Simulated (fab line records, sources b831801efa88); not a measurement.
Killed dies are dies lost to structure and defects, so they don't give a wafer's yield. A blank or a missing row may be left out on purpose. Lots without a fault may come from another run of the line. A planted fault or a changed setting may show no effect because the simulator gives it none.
fab line records | flow sky130
record lots=7 wafers=21 last_day=49
route steps=708 shown POLY_GATE@229 LDD_N@237 PAD_OPEN@708
lots that met no fault: from a run of the same line without faults
start_h: hours from the record's first day to the start of the lot's first wafer shown | wait_h: hours since the lot's step before | " the same as in the row above | L1.1+2: a row that stands for several wafers | - no value, or no start given | * or withheld: withheld | < > ~ a bound
route shown NAME@n: a module of which the file shows steps, and the number in the route of the first | usual: mean/standard deviation of fault-free wafers | same: alike in all rows | chamber/n: place in a boat | sites: the reading at each site | _std_site: their standard deviation | _edge_site: outer sites' mean less inner sites' | radius_mm: how far each site lies from the wafer's centre | mask NAME#n: copy n | behind: the tool/chamber that last shaped the wafer | hold: why the lot was held/for how many hours/how that ended | device: the transistor (n, p or np) that didn't switch | end of line: the same wafers' tests at the end of the route | a step without rows: its recipe alone | killed: dies lost to structure and defects at the first sort, not the wafer's yield | map: a wafer's dies, x killed, . not, _ none there
set.NAME: the setting as run; set.NAME@STEP: as run at that earlier step | model.NAME: the simulator's own value behind a step, which no gauge read
lots at some steps of the route; a table a step, a row a wafer
services: from which hour (start_h, from the record's first day; less than 0 if before it) a tool's chamber was out of use, for how many hours, and why
## steps
# step SKY_POLY_GATE_ETCH_15
# recipe chemistry=N2/H2 target=BARC ion_energy_ev=200 source_w=500 bias_w=100 pressure_mtorr=30 n2_flow_sccm=100 h2_flow_sccm=200 stop_on=SiO2 time_s=118.5 target_depth_a=1100
# usual bias_w=99.98/0.27 drypump_motor_current_A=6.0/0.43 oes_product_au=0.717/0.0042 throttle_valve_pct=13.212/0.0092
# columns lot.wafer tool chamber start_h wait_h bias_w drypump_motor_current_A oes_product_au rf_hours_counter_h throttle_valve_pct
L807.1 rie_diel-03 0 411.97 0.0 100.17 5.8 0.715 17 13.209
L807.4 " 1 " " 99.59 5.3 0.713 4 13.217
L807.5 " 3 " " 100.39 5.8 0.718 - 13.218
L812.2 rie_diel-02 2 450.63 0.0 99.74 6.1 0.710 1 13.232
L812.4 " 2 " " 99.66 6.2 0.717 - 13.214
L812.5 " 3 " " 99.97 6.5 0.716 - 13.222
L815.1 rie_diel-01 2 482.58 0.0 100.22 6.1 0.721 1 13.217
L815.2 " 0 " " 99.60 6.1 0.713 38 13.211
L815.4 " 1 " " 99.91 5.7 0.714 40 13.218
L816.4 rie_diel-03 2 498.04 0.0 100.00 5.0 0.718 45 13.215
L816.5 " 3 " " 100.35 5.8 0.718 - 13.202
L816.6 " 0 " " 99.81 5.8 0.719 - 13.198
L817.1 rie_diel-02 0 503.33 0.0 99.50 6.2 0.714 10 13.215
L817.3 " 3 " " 100.10 6.5 0.715 45 13.216
L817.5 " 2 " " 100.00 6.2 0.715 - 13.208
L818.2 rie_diel-03 0 523.72 0.0 100.12 5.8 0.722 19 13.202
L818.3 " 3 " " 99.72 5.8 0.718 2 13.208
L818.4 " 2 " " 100.10 5.0 0.710 46 13.214
L822.2 rie_diel-03 0 542.67 0.0 100.56 5.8 0.713 20 13.214
L822.3 " 2 " " 100.25 5.0 0.716 46 13.222
L822.5 " 2 " " 100.63 5.0 0.715 - 13.215
# step SKY_POLY_GATE_ETCH_16
# recipe stop_on=poly-Si chemistry=CH3F/O2 target=Si3N4 source_w=400 bias_w=80 pressure_mtorr=25 ch3f_flow_sccm=40 O2_flow_sccm=30 time_s=147.5 target_depth_a=750
# usual bias_w=80.00/0.25 drypump_motor_current_A=5.9/0.43 oes_product_au=0.642/0.0054 throttle_valve_pct=10.536/0.0085
# columns lot.wafer tool chamber start_h wait_h bias_w drypump_motor_current_A oes_product_au rf_hours_counter_h throttle_valve_pct
L807.1 rie_diel-03 0 412.06 0.0 80.21 5.8 0.644 17 10.527
L807.4 " 1 " " 79.72 5.3 0.642 4 10.544
L807.5 " 3 " " 79.93 5.8 0.649 - 10.548
L812.2 rie_diel-02 2 450.71 0.0 79.74 6.1 0.641 2 10.547
L812.4 " 2 " " 80.44 6.1 0.642 - 10.526
L812.5 " 3 " " 79.83 6.5 0.643 - 10.529
L815.1 rie_diel-01 2 482.66 0.0 79.98 6.1 0.640 1 10.529
L815.2 " 0 " " 80.14 6.1 0.642 38 10.540
L815.4 " 1 " " 80.09 5.7 0.643 40 10.552
L816.4 rie_diel-03 2 498.12 0.0 80.05 5.0 0.644 46 10.527
L816.5 " 3 " " 80.20 5.8 0.637 - 10.535
L816.6 " 0 " " 79.71 5.8 0.635 - 10.535
L817.1 rie_diel-02 0 503.41 0.0 79.98 6.2 0.642 10 10.535
L817.3 " 3 " " 79.97 6.5 0.647 45 10.540
L817.5 " 2 " " 79.99 6.1 0.638 - 10.539
L818.2 rie_diel-03 0 523.81 0.0 79.96 5.8 0.652 19 10.543
L818.3 " 3 " " 80.29 5.8 0.635 2 10.534
L818.4 " 2 " " 80.34 5.0 0.651 46 10.521
L822.2 rie_diel-03 0 542.76 0.0 80.16 5.7 0.636 20 10.550
L822.3 " 2 " " 80.14 5.0 0.645 46 10.537
L822.5 " 2 " " 79.85 5.0 0.649 - 10.543
# step SKY_POLY_GATE_ETCH_17
# recipe target_depth_nm=180 stop_on=SiO2 over_etch_frac=0.56667 chemistry=HBr/Cl2 target=poly-Si icp_w=400 bias_w=100 pressure_mtorr=10 HBr_flow_sccm=150 Cl2_flow_sccm=50 time_s=70.5
# usual bias_w=100.0/0.32 drypump_motor_current_A=5.7/0.41 mfc_cl2_sccm=49.98/0.16 oes_product_au=0.989/0.0064 throttle_valve_pct=33.684/0.01
# columns lot.wafer tool chamber start_h wait_h bias_w drypump_motor_current_A mfc_cl2_sccm oes_product_au rf_hours_counter_h throttle_valve_pct
L807.1 rie_si-01 1 412.16 0.0 99.7 5.7 49.99 0.983 1 33.697
L807.4 " 3 " " 99.3 5.7 50.18 0.986 36 33.691
L807.5 " 0 " " 99.6 4.9 49.70 0.974 - 33.692
L812.2 rie_si-01 2 450.81 0.0 99.6 6.2 49.88 0.991 4 33.678
L812.4 " 0 " " 100.1 4.9 49.93 0.994 2 33.701
L812.5 " 1 " " 100.1 5.6 49.96 0.986 - 33.666
L815.1 rie_si-02 3 482.76 0.0 99.7 5.3 49.72 0.988 7 33.687
L815.2 " 2 " " 100.3 5.9 49.86 0.981 24 33.677
L815.4 " 1 " " 100.2 6.0 49.86 0.975 2 33.676
L816.4 rie_si-01 0 498.22 0.0 99.6 4.9 50.12 0.990 2 33.694
L816.5 " 2 " " 100.1 6.1 50.29 1.001 - 33.677
L816.6 " 1 " " 99.5 5.7 49.87 0.998 - 33.674
L817.1 rie_si-02 3 503.51 0.0 100.1 5.2 49.91 0.990 7 33.695
L817.3 " 0 " " 99.6 6.1 50.13 0.988 2 33.687
L817.5 " 1 " " 99.8 6.0 50.02 0.974 - 33.683
L818.2 rie_si-01 1 523.90 0.0 99.4 5.7 50.42 1.002 2 33.682
L818.3 " 0 " " 100.1 4.9 50.07 0.991 2 33.674
L818.4 " 2 " " 99.9 6.1 50.17 0.994 4 33.682
L822.2 rie_si-01 1 542.85 0.0 99.6 5.6 49.88 0.983 2 33.681
L822.3 " 0 " " 99.8 5.0 50.06 0.995 2 33.667
L822.5 " 0 " " 100.0 4.9 50.07 0.987 - 33.668
# step SKY_POLY_GATE_STRIP_18
# recipe chemistry=O2/N2 power_w=1400 pressure_mtorr=1500 platen_temp_c=withheld o2_flow_sccm=3000 n2_flow_sccm=300 overash_fraction=0.5
# usual drypump_motor_current_A=5.9/0.5 oes_product_au=0.360/0.0042 strip_time_to_endpoint_s=3.146/0.026
# columns lot.wafer tool chamber start_h wait_h drypump_motor_current_A oes_product_au rf_hours_counter_h strip_time_to_endpoint_s
L807.1 plasma_asher-01 1 412.21 0.0 6.4 0.365 30 3.195
L807.4 " 1 " " 6.4 0.359 - 3.198
L807.5 " 0 " " 5.5 0.361 - 3.196
L812.2 plasma_asher-01 0 450.87 0.0 5.5 0.366 34 3.120
L812.4 " 1 " " 6.4 0.362 - 3.148
L812.5 " 1 " " 6.4 0.352 - 3.128
L815.1 plasma_asher-01 0 482.82 0.0 5.5 0.367 38 3.172
L815.2 " 1 " " 6.4 0.359 38 3.128
L815.4 " 0 " " 5.5 0.360 - 3.149
L816.4 plasma_asher-01 0 498.31 0.1 5.5 0.361 - 3.131
L816.5 " 1 " " 6.4 0.357 - 3.128
L816.6 " 0 " " 5.5 0.365 - 3.184
L817.1 plasma_asher-01 1 503.57 0.0 6.4 0.354 40 3.171
L817.3 " 0 " " 5.5 0.365 - 3.122
L817.5 " 1 " " 6.4 0.357 - 3.157
L818.2 plasma_asher-01 0 523.96 0.0 5.5 0.359 42 3.164
L818.3 " 1 " " 6.4 0.362 - 3.129
L818.4 " 0 " " 5.5 0.359 - 3.143
L822.2 plasma_asher-02 0 542.91 0.0 5.4 0.362 85 3.198
L822.3 " 0 " " 5.4 0.360 - 3.133
L822.5 " 1 " " 6.4 0.361 - 3.182
# step SKY_POLY_GATE_CLEAN_19
# recipe chemistry=SC1/SC2 mix=1:4:20 temp_c=70 time_s=150 dry=n2_spin
# step SKY_POLY_GATE_OXIDATION_20
# recipe temp_c=850 ambient=O2 stabilise_s=600 purge_s=300 target_thk_a=40 ox_time_s=899
# step SKY_POLY_GATE_THK_MEAS_21
# recipe reads=SiO2_of_POLY_GATE_OXIDATION_20
# usual POLY_GATE_OXIDATION_THK=4.01/0.071
# columns lot.wafer tool chamber start_h wait_h POLY_GATE_OXIDATION_THK[nm]
L807.1 film_metro-04 - 413.91 0.0 4.07
L807.4 " - " " 3.99
L807.5 " - " " 3.92
L812.2 film_metro-04 - 452.53 0.0 3.96
L812.4 " - " " 3.92
L812.5 " - " " 3.98
L815.1 film_metro-02 - 484.22 0.0 4.02
L815.2 " - " " 3.99
L815.4 " - " " 4.09
L816.4 film_metro-01 - 499.71 0.0 4.06
L816.5 " - " " 4.08
L816.6 " - " " 4.16
L817.1 film_metro-01 - 504.97 0.0 4.01
L817.3 " - " " 4.00
L817.5 " - " " 3.91
L818.2 film_metro-01 - 525.38 0.0 4.05
L818.3 " - " " 4.00
L818.4 " - " " 4.01
L822.2 film_metro-02 - 544.34 0.0 3.92
L822.3 " - " " 3.89
L822.5 " - " " 3.91
# step SKY_POLY_GATE_CD_MEAS_22
# usual cd_nm=149.8/1.6
# columns lot.wafer tool chamber start_h wait_h cd_nm
L807.1 cd_sem-01 - 413.97 0.1 150.7
L807.4 " - " " 150.7
L807.5 " - " " 148.9
L812.2 cd_sem-01 - 452.64 0.1 147.0
L812.4 " - " " 146.8
L812.5 " - " " 148.1
L815.1 cd_sem-02 - 484.28 0.1 148.3
L815.2 " - " " 148.2
L815.4 " - " " 150.7
L816.4 cd_sem-02 - 499.82 0.1 151.0
L816.5 " - " " 146.6
L816.6 " - " " 149.4
L817.1 cd_sem-02 - 505.03 0.1 150.8
L817.3 " - " " 150.4
L817.5 " - " " 151.7
L818.2 cd_sem-02 - 525.45 0.1 151.9
L818.3 " - " " 150.6
L818.4 " - " " 150.8
L822.2 cd_sem-02 - 544.41 0.1 150.2
L822.3 " - " " 150.8
L822.5 " - " " 150.5
# step SKY_LDD_N_DEHYDRATE_00
# recipe temp_c=200 time_s=60
# step SKY_LDD_N_HMDS_01
# recipe prime_time_s=60 prime_temp_c=120
# step SKY_LDD_N_COAT_02
# recipe resist=NOVOLAK spin_rpm=3000 resist_thk_nm=300
# step SKY_LDD_N_SOFTBAKE_03
# recipe temp_c=90 time_s=60 resist=NOVOLAK
# step SKY_LDD_N_EXPOSE_04
# recipe mask_id=NTM target_cd_nm=840 na=0.6 source_shape=conventional sigma_outer=0.6 dose_mj=110
# columns lot.wafer tool chamber start_h wait_h mask model.LDD_N.overlay_x_nm
L807.1+4+5 iline_stepper-02 0 429.30 - NTM#0 1.471
L812.2+4+5 iline_stepper-01 0 467.92 - NTM#0 0.2892
L815.1+2+4 iline_stepper-01 0 500.08 - NTM#0 -49.97
L816.4+5+6 iline_stepper-01 0 514.61 - NTM#0 -49.85
L817.1+3+5 iline_stepper-01 0 519.97 - NTM#0 -49.62
L818.2+3+4 iline_stepper-02 0 540.74 - NTM#0 -0.01527
L822.2+3+5 iline_stepper-02 0 558.39 - NTM#0 1.086
# step SKY_LDD_N_PEB_05
# recipe temp_c=withheld time_s=* resist=NOVOLAK
# step SKY_LDD_N_DEVELOP_06
# recipe develop_time_s=60 dev_temp_c=23
# step SKY_LDD_N_OVL_MEAS_07
# usual LDD_N_OVL=-0.1/1.2
# columns lot.wafer tool chamber start_h wait_h LDD_N_OVL[nm]
L807.1 overlay-01 - 444.92 0.1 0.6
L807.4 " - " " 0.2
L807.5 " - " " 1.8
L812.2 overlay-01 - 482.96 0.1 1.2
L812.4 " - " " -0.6
L812.5 " - " " -0.5
L815.1 overlay-02 - 514.85 0.1 -48.8
L815.2 " - " " -50.0
L815.4 " - " " -51.0
L816.4 overlay-01 - 529.42 0.1 -49.2
L816.5 " - " " -51.2
L816.6 " - " " -50.6
L817.1 overlay-01 - 535.37 0.1 -49.8
L817.3 " - " " -49.7
L817.5 " - " " -50.1
L818.2 overlay-02 - 554.83 0.1 0.7
L818.3 " - " " 1.1
L818.4 " - " " 1.1
L822.2 overlay-01 - 573.18 0.1 2.2
L822.3 " - " " 0.6
L822.5 " - " " -0.2
# step SKY_LDD_N_IMPLANT_08
# recipe species=As energy_kev=20 dose_cm2=7.5e+13 tilt_deg=withheld rotation_deg=23
# step SKY_PAD_OPEN_PROBE_99
# usual killed_at_M0_to_M3=43/5.9 killed_at_M4_up=3.3/1.9 killed_at_contacts=24/5.6 killed_at_front_end=15/4.1 killed_at_other=0.4/0.66 killed_dies=86/9 killed_open=47/6.9 killed_short=39/6.2
# same gross_dies=492 killed_at_back_side=0
# columns lot.wafer tool chamber start_h wait_h killed_at_M0_to_M3 killed_at_M4_up killed_at_contacts killed_at_front_end killed_at_other killed_dies killed_open killed_short
L807.1 prober-02 - 1101.77 0.1 42 5 29 20 0 96 57 39
L807.4 prober-02 - 1101.92 0.2 36 6 18 15 2 77 36 41
L807.5 prober-02 - 1101.97 0.2 33 7 31 15 0 86 47 39
L812.2 prober-01 - 1126.09 0.1 46 2 27 13 1 89 44 44
L812.4 prober-01 - 1126.19 0.2 41 3 32 11 0 87 48 39
L812.5 prober-01 - 1126.24 0.2 48 3 19 14 1 85 44 41
L815.1 prober-02 - 1146.02 0.3 44 0 25 17 0 86 55 31
L815.2 prober-02 - 1146.07 0.3 47 6 20 14 0 87 40 47
L815.4 prober-02 - 1146.17 0.4 55 2 23 19 0 99 56 43
L816.4 prober-01 - 1157.85 0.2 38 4 28 14 1 85 47 37
L816.5 prober-01 - 1157.90 0.2 39 3 23 25 1 91 56 33
L816.6 prober-01 - 1157.95 0.2 41 1 34 17 1 94 46 48
L817.1 prober-02 - 1160.45 0.1 37 1 25 15 0 78 40 38
L817.3 prober-02 - 1160.55 0.2 37 6 21 17 1 82 38 44
L817.5 prober-02 - 1160.65 0.2 43 5 27 23 0 98 60 38
L818.2 prober-01 - 1167.92 0.1 46 6 25 15 0 92 48 44
L818.3 prober-01 - 1167.97 0.2 47 0 32 20 0 99 56 43
L818.4 prober-01 - 1168.02 0.2 37 8 32 13 0 90 46 44
L822.2 prober-01 - 1183.62 0.1 34 3 29 19 0 85 50 35
L822.3 prober-01 - 1183.67 0.2 49 3 26 10 0 88 42 46
L822.5 prober-01 - 1183.77 0.2 48 5 30 9 0 92 46 46
# killed by level:class
L807.1 VIA1:geometric_particle:open=12 CONTACT:geometric_particle:open=9 CONTACT:geometric_particle:short=7 VIA3:geometric_particle:open=6 LI_CONTACT:geometric_particle:open=5 VIA3:geometric_particle:short=5 FIELD_ISO:geometric_particle:open=4 POLY_GATE:geometric_particle:open=4
L807.4 VIA1:geometric_particle:open=10 CONTACT:geometric_particle:open=6 LI_CONTACT:geometric_particle:open=5 METAL2:geometric_particle:short=4 FIELD_ISO:geometric_particle:short=4 LOCAL_INTERCONNECT:geometric_particle:short=4 METAL1:geometric_particle:short=4 METAL1:geometric_particle:open=4
L807.5 CONTACT:geometric_particle:open=13 LOCAL_INTERCONNECT:geometric_particle:short=8 VIA1:geometric_particle:open=7 METAL2:geometric_particle:short=5 POLY_GATE:geometric_particle:open=5 VIA3:geometric_particle:open=5 FIELD_ISO:geometric_particle:short=4 VIA2:geometric_particle:open=4
L812.2 LI_CONTACT:geometric_particle:open=8 CONTACT:geometric_particle:short=8 CONTACT:geometric_particle:open=8 METAL2:geometric_particle:short=8 VIA1:geometric_particle:open=7 METAL1:geometric_particle:short=7 FIELD_ISO:geometric_particle:open=4 VIA3:geometric_particle:open=4
L812.4 CONTACT:geometric_particle:open=14 CONTACT:geometric_particle:short=9 VIA2:geometric_particle:open=8 VIA1:geometric_particle:open=8 METAL2:geometric_particle:short=5 POLY_GATE:geometric_particle:short=4 LI_CONTACT:geometric_particle:open=4 METAL3:geometric_particle:short=4
L812.5 VIA1:geometric_particle:open=12 METAL2:geometric_particle:short=8 CONTACT:geometric_particle:open=7 METAL1:geometric_particle:short=6 CONTACT:geometric_particle:short=6 VIA2:geometric_particle:open=6 METAL2:geometric_particle:open=5 LOCAL_INTERCONNECT:geometric_particle:short=4
L815.1 VIA1:geometric_particle:open=12 CONTACT:geometric_particle:open=10 LI_CONTACT:geometric_particle:open=7 VIA2:geometric_particle:open=7 FIELD_ISO:geometric_particle:open=5 POLY_GATE:geometric_particle:open=5 LOCAL_INTERCONNECT:geometric_particle:short=5 METAL1:geometric_particle:short=5
L815.2 VIA3:geometric_particle:open=12 LI_CONTACT:geometric_particle:open=7 POLY_GATE:geometric_particle:short=6 VIA2:geometric_particle:open=6 LOCAL_INTERCONNECT:geometric_particle:short=5 METAL1:geometric_particle:short=5 VIA1:geometric_particle:short=5 METAL2:geometric_particle:short=5
L815.4 VIA1:geometric_particle:open=14 VIA3:geometric_particle:open=9 LI_CONTACT:geometric_particle:open=8 CONTACT:geometric_particle:open=7 VIA1:geometric_particle:short=7 FIELD_ISO:geometric_particle:short=6 LOCAL_INTERCONNECT:geometric_particle:short=6 VIA2:geometric_particle:open=6
L816.4 CONTACT:geometric_particle:open=14 VIA1:geometric_particle:open=14 VIA3:geometric_particle:open=6 FIELD_ISO:geometric_particle:short=5 POLY_GATE:geometric_particle:short=5 VIA2:geometric_particle:short=5 VIA2:geometric_particle:open=4 LI_CONTACT:geometric_particle:open=4
L816.5 VIA1:geometric_particle:open=13 FIELD_ISO:geometric_particle:open=10 CONTACT:geometric_particle:open=10 LI_CONTACT:geometric_particle:open=7 VIA1:geometric_particle:short=7 POLY_GATE:geometric_particle:open=6 FIELD_ISO:geometric_particle:short=5 VIA3:geometric_particle:open=5
L816.6 CONTACT:geometric_particle:open=16 VIA1:geometric_particle:short=12 CONTACT:geometric_particle:short=8 LI_CONTACT:geometric_particle:open=7 VIA1:geometric_particle:open=7 POLY_GATE:geometric_particle:short=6 FIELD_ISO:geometric_particle:open=4 POLY_GATE:geometric_particle:open=4
L817.1 CONTACT:geometric_particle:open=11 METAL1:geometric_particle:short=8 FIELD_ISO:geometric_particle:open=6 METAL2:geometric_particle:short=5 VIA3:geometric_particle:open=5 LI_CONTACT:geometric_particle:open=4 LOCAL_INTERCONNECT:geometric_particle:short=4 CONTACT:geometric_particle:short=4
L817.3 VIA2:geometric_particle:open=8 LI_CONTACT:geometric_particle:open=7 CONTACT:geometric_particle:open=7 CONTACT:geometric_particle:short=6 VIA1:geometric_particle:short=6 METAL1:geometric_particle:short=6 METAL2:geometric_particle:short=6 FIELD_ISO:geometric_particle:short=5
L817.5 CONTACT:geometric_particle:open=17 VIA3:geometric_particle:open=11 METAL2:geometric_particle:short=10 POLY_GATE:geometric_particle:short=6 VIA1:geometric_particle:open=6 FIELD_ISO:geometric_particle:open=5 LI_CONTACT:geometric_particle:open=4 CONTACT:geometric_particle:short=4
L818.2 VIA1:geometric_particle:open=11 CONTACT:geometric_particle:open=9 VIA3:geometric_particle:open=7 LI_CONTACT:geometric_particle:open=6 POLY_GATE:geometric_particle:short=6 METAL4:geometric_particle:short=6 LOCAL_INTERCONNECT:geometric_particle:short=5 METAL1:geometric_particle:short=5
L818.3 CONTACT:geometric_particle:open=10 VIA1:geometric_particle:open=9 LI_CONTACT:geometric_particle:open=9 VIA1:geometric_particle:short=8 VIA2:geometric_particle:open=8 METAL1:geometric_particle:short=6 POLY_GATE:geometric_particle:short=5 POLY_GATE:geometric_particle:open=5
L818.4 CONTACT:geometric_particle:open=14 LI_CONTACT:geometric_particle:open=8 METAL2:geometric_particle:short=7 VIA1:geometric_particle:open=7 POLY_GATE:geometric_particle:short=6 METAL4:geometric_particle:short=6 CONTACT:geometric_particle:short=5 VIA3:geometric_particle:open=5
L822.2 VIA1:geometric_particle:open=15 LI_CONTACT:geometric_particle:open=12 FIELD_ISO:geometric_particle:short=8 CONTACT:geometric_particle:open=7 LI_CONTACT:geometric_particle:short=5 VIA2:geometric_particle:open=4 LOCAL_INTERCONNECT:geometric_particle:short=4 VIA1:geometric_particle:short=4
L822.3 METAL2:geometric_particle:short=10 CONTACT:geometric_particle:open=8 VIA1:geometric_particle:open=8 VIA3:geometric_particle:open=7 LI_CONTACT:geometric_particle:open=7 LI_CONTACT:geometric_particle:short=6 METAL1:geometric_particle:short=6 VIA1:geometric_particle:short=5
L822.5 VIA1:geometric_particle:open=12 LI_CONTACT:geometric_particle:open=9 VIA2:geometric_particle:open=7 CONTACT:geometric_particle:open=6 METAL1:geometric_particle:short=6 METAL3:geometric_particle:short=6 LI_CONTACT:geometric_particle:short=5 LOCAL_INTERCONNECT:geometric_particle:short=5
## services
# columns tool chamber start_h hours kind
iline_stepper-01 0 398.85 - calibration
iline_stepper-02 - 398.94 4.4 pm
iline_stepper-02 0 412.16 - calibration
iline_stepper-01 - 420.26 2.8 repair
rie_diel-03 3 421.12 - clean
rie_diel-03 3 421.12 14.2 scheduled_down
rie_diel-03 3 421.12 14.2 vent_cycle
iline_stepper-01 - 429.05 0.8 pm
rie_diel-03 2 429.77 3.7 repair
rie_diel-01 2 434.70 - clean
rie_diel-01 2 434.70 13.6 scheduled_down
rie_diel-01 2 434.70 13.6 vent_cycle
rie_si-02 3 437.82 1.5 repair
rie_diel-02 1 450.52 8.4 repair
rie_diel-02 2 454.11 8.0 repair
rie_diel-03 - 465.92 0.7 repair
rie_diel-02 3 475.52 7.0 repair
plasma_asher-02 - 475.71 2.8 repair
iline_stepper-01 - 497.31 1.7 pm
plasma_asher-02 - 532.22 3.3 repair
iline_stepper-01 - 534.86 8.5 repair
iline_stepper-02 - 543.32 1.7 pm
plasma_asher-02 - 550.34 2.8 pm
rie_si-01 3 555.02 8.6 repair
## key
first_sign step=SKY_LDD_N_OVL_MEAS_07 reading=LDD_N_OVL direction=down sigmas=43 usual=-0.1 struck=-50.0
effect none on later readings
model_effect step=SKY_LDD_N_EXPOSE_04 value=LDD_N.overlay_x_nm without=-0.3615 struck=-49.82
met_at SKY_LDD_N_EXPOSE_04
struck_wafers L815.1,L815.2,L815.4,L816.4,L816.5,L816.6,L817.1,L817.3,L817.5
tester_left_out L815,L816,L817
onset_between 467.92 500.08
fault kind=scanner_matching_overlay tool=iline_stepper-01 chamber=- onset_h=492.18 steps=SKY_LDD_N_EXPOSE_04 offset=-49.455
# tester_left_out: of these lots the tester's yield and bins aren't shown, on N5 and GAA mostly nor the transistor test; their killed dies are dies lost to structure and defects alone, not to doping, threshold or leakage, so they don't give the yield
